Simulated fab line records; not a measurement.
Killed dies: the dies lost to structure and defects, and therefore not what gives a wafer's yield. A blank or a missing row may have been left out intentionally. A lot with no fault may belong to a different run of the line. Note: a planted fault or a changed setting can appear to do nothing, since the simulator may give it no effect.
Struck lot and sound lot, side by side | flow sky130 | 23 out of 708 route steps
Sound: the wafers L128.2, L128.3, L128.5. Struck: wafers L135.1, L135.3, L135.4. At the end, the cause is stated.
Each step with rows lists, per side, the tool, then ch with its chambers, then its first start. Under that, the readings that differ: sound wafers | struck wafers | difference of the means | sigmas: that difference in standard deviations of wafers without a fault.
alike: readings with means less than 2 such deviations apart, plus words and numbers identical on both sides. not compared: withheld readings, readings lacking a value on some wafer, bounds such as >300 that could conceal the same value, and numbers that have no deviation in the record and whose values overlap.
The two part at a step that has a row with sigmas, a row that says differs or no value, or rows on one side only. Numbers that don't overlap but have no deviation are shown without sigmas and don't part them. Lack of a reading on every wafer of one side parts them only where that side has two or more wafers.

first, 5 steps without rows for these wafers: SKY_RES_PROTECT_SOFTBAKE_03 (time 60 s); SKY_RES_PROTECT_EXPOSE_04 (exposes mask RPM, target cd 1270 nm); SKY_RES_PROTECT_PEB_05; SKY_RES_PROTECT_DEVELOP_06 (develop time 60 s); SKY_POLY_GATE_IMPLANT_02.
SKY_RES_PROTECT_STRIP_07: strips in O2/N2.
  sound on plasma-asher-04 ch 0,1, day 15 14:19; struck on plasma-asher-01 ch 0,1, day 18 03:31
  alike: chamber-pressure-mTorr, drypump-motor-current-A, oes-product-au, strip-time-to-endpoint-s
  not compared: rf-hours-counter-h
SKY_RES_PROTECT_TW_MEAS_08:
  sound on film-metro-04 at day 15 14:26; struck on film-metro-03 at day 18 03:37
  reading      | sound          | struck         | difference | sigmas
  POLY_GATE_TW | 4104 4121 4135 | 4031 4033 4060 | -79        | -2
then, 2 steps without rows for these wafers: SKY_RES_PROTECT_CLEAN_09 (cleans in SC1/SC2, time 150 s); SKY_POLY_GATE_CVD_03 (deposits Si3N4 from DCS/NH3, target thk 75 nm, time 1290 s).
SKY_POLY_GATE_THK_MEAS_04:
  sound on film-metro-01 at day 15 15:57; struck on film-metro-04 at day 18 05:05
  alike: POLY_GATE_CVD_03_THK
then, 2 steps without rows for these wafers: SKY_POLY_GATE_DEHYDRATE_05 (time 60 s); SKY_POLY_GATE_HMDS_06 (prime time 60 s).
SKY_POLY_GATE_COAT_07: resist thk 110 nm.
  sound on litho-track-03 ch 0, day 16 05:47; struck on litho-track-03 ch 0, day 18 19:45
  reading                                     | sound                | struck               | difference | sigmas
  spin-speed-rpm (rpm)                        | 3000.0 2998.5 3000.2 | 3047.8 3051.3 3047.3 | +49.2      | +26
  model.BARC_of_POLY_GATE_COAT_07.thk-nm (nm) | 110.4 110.4 110.6    | 109.7 109.6 109.8    | -0.8       |
then, 5 steps without rows for these wafers: SKY_POLY_GATE_COAT_08 (resist thk 450 nm); SKY_POLY_GATE_SOFTBAKE_09 (time 90 s); SKY_POLY_GATE_EXPOSE_10 (exposes mask P1M, target cd 150 nm); SKY_POLY_GATE_PEB_11; SKY_POLY_GATE_DEVELOP_12 (develop time 60 s).
SKY_POLY_GATE_CD_MEAS_13 targets a cd of 150 nm.
  sound on cd-sem-02 at day 16 20:29; struck on cd-sem-02 at day 19 11:48
  alike: cd-nm
SKY_POLY_GATE_OVL_MEAS_14:
  sound on overlay-01 at day 16 20:36; struck on overlay-01 at day 19 11:55
  alike: POLY_GATE_OVL
SKY_POLY_GATE_ETCH_15: etches BARC in N2/H2, stops on SiO2, time 118.5 s, target depth 110 nm.
  sound on rie-diel-02 ch 0,3, day 16 20:38; struck on rie-diel-04 ch 0,1,3, day 19 11:58
  reading                  | sound             | struck            | difference | sigmas
  oes-product-au (a.u.)    | 0.727 0.724 0.720 | 0.715 0.712 0.715 | -0.010     | -2
  model.etch.depth-nm (nm) | 110.4 110.4 110.6 | 109.7 109.6 109.8 | -0.8       |
  alike: chamber-pressure-mTorr, drypump-motor-current-A, throttle-valve-pct
  not compared: rf-hours-counter-h
SKY_POLY_GATE_ETCH_16: etches Si3N4 in CH3F/O2, stops on poly-Si, time 147.5 s, target depth 75 nm.
  sound on rie-diel-02 ch 0,3, day 16 20:43; struck on rie-diel-04 ch 0,1,3, day 19 12:02
  alike: ch3f-flow-sccm, chamber-pressure-mTorr, drypump-motor-current-A, oes-product-au, throttle-valve-pct
  not compared: rf-hours-counter-h
next, for these wafers, 1 step has no rows: SKY_PAD_OPEN_PROBE_99.

== WHERE THEY PART ==
At SKY_RES_PROTECT_TW_MEAS_08 first; at SKY_POLY_GATE_ETCH_15 last (within this record only). Later steps at which nothing parts them and some readings are alike: SKY_POLY_GATE_ETCH_16.

WHY: what the simulator had put in
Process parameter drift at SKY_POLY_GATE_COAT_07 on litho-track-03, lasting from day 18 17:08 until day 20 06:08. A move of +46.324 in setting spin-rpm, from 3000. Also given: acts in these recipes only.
